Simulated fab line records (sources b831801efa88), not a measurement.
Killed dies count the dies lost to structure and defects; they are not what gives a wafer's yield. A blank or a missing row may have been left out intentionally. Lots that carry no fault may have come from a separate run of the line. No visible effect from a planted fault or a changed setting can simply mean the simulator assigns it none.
fab line records | flow sky130
record: lots: 14 wafers: 42 last_day: 50
route steps=708 shown SONOS_TUNNEL@161 GATE_OXIDE@198 POLY_GATE@228 PAD_OPEN@708
lots untouched by any fault: they come from a run of this same line in which no faults occurred
start_h: hours from the record's first day to the start of the lot's first wafer shown | wait_h: time in hours since the lot's previous step | " same as the row above | L1.1+2: a single row standing in for several wafers | - either no value or no given start | * or withheld: withheld | < > ~ a bound
route shown NAME@n: NAME is a module with steps in the file, n the number in the route of the first one | usual: mean/standard deviation of fault-free wafers | same: alike in all rows | chamber/n: place in a boat | sites: each site's reading | _std_site: the values' standard deviation | _edge_site: inner sites' mean taken away from outer sites' mean | radius_mm: how far each site lies from the wafer's centre | mask NAME#n: copy n | behind: tool/chamber where the wafer was last shaped | hold: reason for holding the lot/hours on hold/outcome of the hold | device: the transistor (n, p or np) that didn't switch | end of line: the route-end tests of the same wafers | a step without rows: its recipe alone | killed: at the first sort, the dies lost to defects and structure; wafer yield is something else | map: the dies of a wafer, with x for killed, . for not killed, _ for no die there
set.NAME: the setting the step ran with; set.NAME@STEP: the setting that earlier step ran with | model.NAME: the simulator's own value behind a step, which no gauge read
one table for each step of the route and one row for each wafer, over a sample of lots
services: from which hour (start_h, from the record's first day; less than 0 if before it) a tool's chamber was out of use, for how many hours, and why
== steps ==
step: SKY_SONOS_TUNNEL_CD_MEAS_07
recipe: target_cd_nm: 410
usual: cd_nm: 410.7/2
columns lot.wafer tool chamber start_h wait_h cd_nm
L359.1 cd_sem-01 - 263.47 0.1 413.7
L359.3 " - " " 413.1
L359.6 " - " " 410.6
L360.1 cd_sem-02 - 271.54 0.1 411.3
L360.2 " - " " 411.8
L360.4 " - " " 412.9
L362.2 cd_sem-02 - 284.72 0.1 407.9
L362.3 " - " " 409.7
L362.6 " - " " 411.3
L366.1 cd_sem-01 - 334.27 0.1 407.5
L366.2 " - " " 410.3
L366.3 " - " " 411.0
L367.1 cd_sem-02 - 344.07 0.1 411.3
L367.3 " - " " 411.9
L367.6 " - " " 411.3
L368.2 cd_sem-01 - 346.31 0.1 412.4
L368.4 " - " " 410.8
L368.6 " - " " 410.9
L369.3 cd_sem-01 - 352.33 0.1 409.1
L369.4 " - " " 410.7
L369.6 " - " " 408.1
L371.2 cd_sem-02 - 361.31 0.2 410.4
L371.4 " - " " 410.5
L371.5 " - " " 408.4
L374.2 cd_sem-02 - 379.81 0.1 409.9
L374.4 " - " " 408.5
L374.6 " - " " 412.3
L377.4 cd_sem-01 - 409.15 0.1 411.7
L377.5 " - " " 412.4
L377.6 " - " " 412.4
L378.3 cd_sem-01 - 417.33 0.1 412.5
L378.4 " - " " 412.3
L378.5 " - " " 412.5
L379.1 cd_sem-01 - 422.64 0.1 410.9
L379.3 " - " " 413.9
L379.6 " - " " 412.0
L380.4 cd_sem-02 - 429.30 0.1 414.4
L380.5 " - " " 414.1
L380.6 " - " " 414.6
L381.1 cd_sem-01 - 441.49 0.1 412.2
L381.4 " - " " 409.9
L381.5 " - " " 411.7
step: SKY_SONOS_TUNNEL_OVL_MEAS_08
usual: SONOS_TUNNEL_OVL: 0.3/1.5
columns lot.wafer tool chamber start_h wait_h SONOS_TUNNEL_OVL[nm]
L359.1 overlay-02 - 263.59 0.1 -0.3
L359.3 " - " " -0.6
L359.6 " - " " -1.3
L360.1 overlay-01 - 271.66 0.1 0.5
L360.2 " - " " -0.6
L360.4 " - " " -0.2
L362.2 overlay-01 - 284.83 0.1 2.2
L362.3 " - " " 1.7
L362.6 " - " " 1.5
L366.1 overlay-02 - 334.39 0.1 -1.6
L366.2 " - " " 0.3
L366.3 " - " " -1.9
L367.1 overlay-01 - 344.19 0.1 1.8
L367.3 " - " " 1.2
L367.6 " - " " 3.4
L368.2 overlay-02 - 346.42 0.1 -0.1
L368.4 " - " " -1.5
L368.6 " - " " 0.4
L369.3 overlay-01 - 352.42 0.1 0.4
L369.4 " - " " -0.5
L369.6 " - " " -0.2
L371.2 overlay-01 - 361.42 0.1 0.6
L371.4 " - " " -1.4
L371.5 " - " " -0.7
L374.2 overlay-01 - 379.92 0.1 0.6
L374.4 " - " " 0.8
L374.6 " - " " 1.1
L377.4 overlay-01 - 409.23 0.1 -0.5
L377.5 " - " " -0.6
L377.6 " - " " -0.3
L378.3 overlay-01 - 417.42 0.1 0.4
L378.4 " - " " 1.0
L378.5 " - " " 0.4
L379.1 overlay-01 - 422.76 0.1 1.2
L379.3 " - " " 0.4
L379.6 " - " " 0.8
L380.4 overlay-02 - 429.38 0.1 1.6
L380.5 " - " " 1.6
L380.6 " - " " 2.2
L381.1 overlay-02 - 441.61 0.1 0.4
L381.4 " - " " 1.7
L381.5 " - " " 0.9
step: SKY_GATE_OXIDE_IMPLANT_11
recipe: species: B energy_kev: 10 dose_cm2: 2.6e+12 tilt_deg: withheld
usual: beam_on_s: 10.01/0.21 dose_ions_cm2: 2.6002e+12/2.7e+09
columns lot.wafer tool chamber start_h wait_h beam_on_s dose_ions_cm2
L359.1 implanter-01 0 321.34 0.0 9.96 2.6016e+12
L359.3 " 0 " " 10.36 2.599e+12
L359.6 " 0 " " 10.16 2.5996e+12
L360.1 implanter-04 0 331.21 0.0 10.00 2.5979e+12
L360.2 " 0 " " 10.32 2.5984e+12
L360.4 " 0 " " 10.01 2.5982e+12
L362.2 implanter-01 0 347.48 0.0 10.42 2.6015e+12
L362.3 " 0 " " 9.97 2.6e+12
L362.6 " 0 " " 10.32 2.5976e+12
L366.1 implanter-01 0 403.19 0.0 10.28 2.5974e+12
L366.2 " 0 " " 9.81 2.6021e+12
L366.3 " 0 " " 9.81 2.6053e+12
L367.1 implanter-02 0 409.26 0.0 9.88 2.6763e+12
L367.3 " 0 " " 10.19 2.6783e+12
L367.6 " 0 " " 9.82 2.6776e+12
L368.2 implanter-02 0 414.68 0.0 9.63 2.6759e+12
L368.4 " 0 " " 10.48 2.6764e+12
L368.6 " 0 " " 10.10 2.6772e+12
L369.3 implanter-01 0 421.03 0.1 9.90 2.5984e+12
L369.4 " 0 " " 10.31 2.5967e+12
L369.6 " 0 " " 10.13 2.5936e+12
L371.2 implanter-01 0 432.68 0.0 10.26 2.6e+12
L371.4 " 0 " " 10.10 2.6056e+12
L371.5 " 0 " " 9.74 2.6014e+12
L374.2 implanter-04 0 449.25 0.0 9.95 2.598e+12
L374.4 " 0 " " 9.84 2.5967e+12
L374.6 " 0 " " 10.28 2.5991e+12
L377.4 implanter-04 0 476.40 0.1 10.37 2.5967e+12
L377.5 " 0 " " 10.18 2.5959e+12
L377.6 " 0 " " 9.91 2.6001e+12
L379.1 implanter-02 0 501.18 0.0 9.91 2.6001e+12
L379.3 " 0 " " 10.04 2.6057e+12
L379.6 " 0 " " 10.00 2.6e+12
L378.3 implanter-01 0 501.36 0.1 10.36 2.6005e+12
L378.4 " 0 " " 10.23 2.5995e+12
L378.5 " 0 " " 9.89 2.5978e+12
L380.4 implanter-04 0 501.46 0.1 10.27 2.6004e+12
L380.5 " 0 " " 9.54 2.6056e+12
L380.6 " 0 " " 9.44 2.6022e+12
L381.1 implanter-01 0 509.78 0.0 9.89 2.6038e+12
L381.4 " 0 " " 9.71 2.6018e+12
L381.5 " 0 " " 10.01 2.6021e+12
step: SKY_POLY_GATE_OVL_MEAS_14
usual: POLY_GATE_OVL: 3/5.1
columns lot.wafer tool chamber start_h wait_h POLY_GATE_OVL[nm]
L359.1 overlay-01 - 385.07 0.1 0
L359.3 " - " " 1
L359.6 " - " " -1
L360.1 overlay-01 - 392.49 0.1 12
L360.2 " - " " 4
L360.4 " - " " 11
L362.2 overlay-01 - 411.18 0.1 3
L362.3 " - " " 6
L362.6 " - " " 6
L366.1 overlay-01 - 469.94 0.1 4
L366.2 " - " " 2
L366.3 " - " " 7
L367.1 overlay-01 - 477.32 0.1 4
L367.3 " - " " 4
L367.6 " - " " 7
L368.2 overlay-01 - 483.22 0.1 5
L368.4 " - " " 7
L368.6 " - " " 2
L369.3 overlay-02 - 489.88 0.1 9
L369.4 " - " " 5
L369.6 " - " " 5
L371.2 overlay-02 - 500.94 0.1 1
L371.4 " - " " -15
L371.5 " - " " 2
L374.2 overlay-02 - 516.47 0.1 6
L374.4 " - " " 5
L374.6 " - " " 6
L377.4 overlay-02 - 543.53 0.1 -1
L377.5 " - " " -1
L377.6 " - " " 3
L379.1 overlay-01 - 567.26 0.1 7
L379.3 " - " " 0
L379.6 " - " " -4
L378.3 overlay-01 - 568.92 0.1 11
L378.4 " - " " 17
L378.5 " - " " 8
L380.4 overlay-02 - 570.08 0.1 -3
L380.5 " - " " -1
L380.6 " - " " -1
L381.1 overlay-01 - 575.57 0.1 1
L381.4 " - " " 3
L381.5 " - " " 6
step: SKY_PAD_OPEN_PROBE_99
usual: killed_at_M0_to_M3: 46/6.7 killed_at_M4_up: 3.3/2 killed_at_contacts: 24/5.4 killed_at_front_end: 15/4.3 killed_at_other: 0.4/0.64 killed_dies: 89/9.1 killed_open: 48/7.2 killed_short: 40/6.3
same: gross_dies: 492 killed_at_back_side: 0
columns lot.wafer tool chamber start_h wait_h killed_at_M0_to_M3 killed_at_M4_up killed_at_contacts killed_at_front_end killed_at_other killed_dies killed_open killed_short
L362.2 prober-02 - 1113.14 0.1 44 2 27 13 1 87 42 44
L362.3 prober-02 - 1113.19 0.2 48 2 21 19 0 90 52 35
L362.6 prober-02 - 1113.34 0.2 50 1 30 17 0 98 54 44
L366.1 prober-02 - 1152.10 0.1 38 2 16 16 0 72 36 36
L366.2 prober-02 - 1152.15 0.1 58 1 19 17 0 95 53 41
L366.3 prober-02 - 1152.20 0.2 51 2 27 15 1 96 52 44
L367.1 prober-01 - 1156.68 0.1 42 4 35 17 0 98 61 37
L367.3 prober-01 - 1156.78 0.2 41 1 29 13 1 85 50 35
L367.6 prober-01 - 1156.93 0.2 47 2 24 17 0 90 41 49
L369.3 prober-01 - 1160.19 0.2 45 7 17 21 1 91 52 38
L369.4 prober-01 - 1160.24 0.2 48 5 17 17 0 87 49 36
L369.6 prober-01 - 1160.34 0.2 45 1 27 18 0 91 46 43
L377.4 prober-02 - 1193.39 0.2 42 1 30 17 1 91 52 39
L377.5 prober-02 - 1193.44 0.2 42 4 21 12 1 80 41 39
L377.6 prober-02 - 1193.49 0.2 52 5 24 21 0 102 57 45
killed by level:class
L362.2 VIA1:geometric_particle:open=13 LI_CONTACT:geometric_particle:open=7 METAL2:geometric_particle:short=7 METAL1:geometric_particle:short=6 CONTACT:geometric_particle:short=6 CONTACT:geometric_particle:open=6 VIA3:geometric_particle:open=5 LI_CONTACT:geometric_particle:short=4
L362.3 VIA1:geometric_particle:open=14 CONTACT:geometric_particle:open=10 METAL2:geometric_particle:short=9 VIA3:geometric_particle:open=8 FIELD_ISO:geometric_particle:short=7 VIA2:geometric_particle:open=6 LI_CONTACT:geometric_particle:open=5 FIELD_ISO:geometric_particle:open=4
L362.6 LI_CONTACT:geometric_particle:open=10 VIA1:geometric_particle:open=9 CONTACT:geometric_particle:open=7 METAL2:geometric_particle:short=7 VIA3:geometric_particle:open=7 METAL1:geometric_particle:short=6 VIA1:geometric_particle:short=6 LOCAL_INTERCONNECT:geometric_particle:short=5
L366.1 VIA3:geometric_particle:open=10 METAL1:geometric_particle:short=7 FIELD_ISO:geometric_particle:short=6 LI_CONTACT:geometric_particle:open=5 CONTACT:geometric_particle:open=5 POLY_GATE:geometric_particle:open=4 VIA1:geometric_particle:open=4 POLY_GATE:geometric_particle:short=3
L366.2 VIA3:geometric_particle:open=13 CONTACT:geometric_particle:open=12 VIA1:geometric_particle:open=9 METAL1:geometric_particle:short=7 VIA2:geometric_particle:open=6 FIELD_ISO:geometric_particle:open=5 METAL2:geometric_particle:short=5 VIA3:geometric_particle:short=5
L366.3 VIA1:geometric_particle:open=10 CONTACT:geometric_particle:open=9 METAL1:geometric_particle:short=8 LI_CONTACT:geometric_particle:open=7 VIA2:geometric_particle:open=7 POLY_GATE:geometric_particle:open=6 LOCAL_INTERCONNECT:geometric_particle:short=6 VIA3:geometric_particle:short=6
L367.1 CONTACT:geometric_particle:open=14 LI_CONTACT:geometric_particle:open=11 FIELD_ISO:geometric_particle:open=9 VIA1:geometric_particle:open=9 VIA3:geometric_particle:open=9 VIA3:geometric_particle:short=5 METAL4:geometric_particle:short=4 FIELD_ISO:geometric_particle:short=3
L367.3 VIA1:geometric_particle:open=11 CONTACT:geometric_particle:open=10 LI_CONTACT:geometric_particle:open=7 VIA2:geometric_particle:open=6 VIA3:geometric_particle:short=6 VIA3:geometric_particle:open=5 LOCAL_INTERCONNECT:geometric_particle:short=4 CONTACT:geometric_particle:short=4
L367.6 METAL1:geometric_particle:short=9 CONTACT:geometric_particle:open=8 LI_CONTACT:geometric_particle:open=7 VIA1:geometric_particle:open=7 FIELD_ISO:geometric_particle:short=6 METAL2:geometric_particle:short=6 VIA2:geometric_particle:open=5 CONTACT:geometric_particle:short=5
L369.3 VIA1:geometric_particle:open=15 FIELD_ISO:geometric_particle:open=6 VIA2:geometric_particle:open=6 LI_CONTACT:geometric_particle:open=6 METAL2:geometric_particle:short=6 CONTACT:geometric_particle:open=6 METAL1:geometric_particle:short=6 FIELD_ISO:geometric_particle:short=5
L369.4 VIA1:geometric_particle:open=13 VIA1:geometric_particle:short=8 CONTACT:geometric_particle:open=7 METAL2:geometric_particle:short=7 POLY_GATE:geometric_particle:open=6 FIELD_ISO:geometric_particle:open=5 LI_CONTACT:geometric_particle:open=5 METAL1:geometric_particle:short=5
L369.6 CONTACT:geometric_particle:open=11 METAL2:geometric_particle:short=10 VIA1:geometric_particle:open=8 LOCAL_INTERCONNECT:geometric_particle:short=6 VIA3:geometric_particle:open=6 FIELD_ISO:geometric_particle:open=4 LI_CONTACT:geometric_particle:open=4 CONTACT:geometric_particle:short=4
L377.4 CONTACT:geometric_particle:open=12 VIA1:geometric_particle:open=11 VIA3:geometric_particle:open=9 CONTACT:geometric_particle:short=6 POLY_GATE:geometric_particle:short=6 VIA1:geometric_particle:short=6 VIA2:geometric_particle:open=6 LOCAL_INTERCONNECT:geometric_particle:short=5
L377.5 CONTACT:geometric_particle:open=9 VIA1:geometric_particle:open=7 METAL1:geometric_particle:short=7 VIA2:geometric_particle:open=7 VIA1:geometric_particle:short=6 CONTACT:geometric_particle:short=6 POLY_GATE:geometric_particle:open=4 POLY_GATE:geometric_particle:short=4
L377.6 CONTACT:geometric_particle:open=11 VIA1:geometric_particle:open=11 VIA2:geometric_particle:open=8 LI_CONTACT:geometric_particle:open=7 METAL1:geometric_particle:short=7 METAL2:geometric_particle:short=6 FIELD_ISO:geometric_particle:short=5 FIELD_ISO:geometric_particle:open=5
== services ==
columns tool chamber start_h hours kind
implanter-01 - 301.30 1.8 repair
implanter-01 - 303.08 3.4 pm
implanter-01 - 373.31 1.9 repair
implanter-04 - 380.22 2.5 repair
implanter-01 - 382.39 2.5 repair
implanter-01 - 422.74 3.5 repair
implanter-02 - 430.90 4.9 repair
implanter-04 - 431.86 2.2 pm
implanter-04 - 483.99 3.6 repair
== key ==
first_sign: step: SKY_GATE_OXIDE_IMPLANT_11 reading: dose_ions_cm2 direction: up sigmas: 29 usual: * struck: *
effect none on later readings
met_at SKY_GATE_OXIDE_IMPLANT_11
struck_lots L367,L368
tester_left_out L367,L368
not_acting_at SKY_SONOS_TUNNEL_CD_MEAS_07,SKY_SONOS_TUNNEL_OVL_MEAS_08,SKY_POLY_GATE_OVL_MEAS_14
fault: kind: process_parameter_drift tool: implanter-02 chamber: - onset_h: 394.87 steps: SKY_GATE_OXIDE_IMPLANT_11 channel: dose_cm2 offset: * shape: step end_h: 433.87 acts_in: * stated: *
tester_left_out: of these lots the tester's yield and bins aren't shown, on N5 and GAA mostly nor the transistor test; their killed dies are dies lost to structure and defects alone, not to doping, threshold or leakage, so they don't give the yield
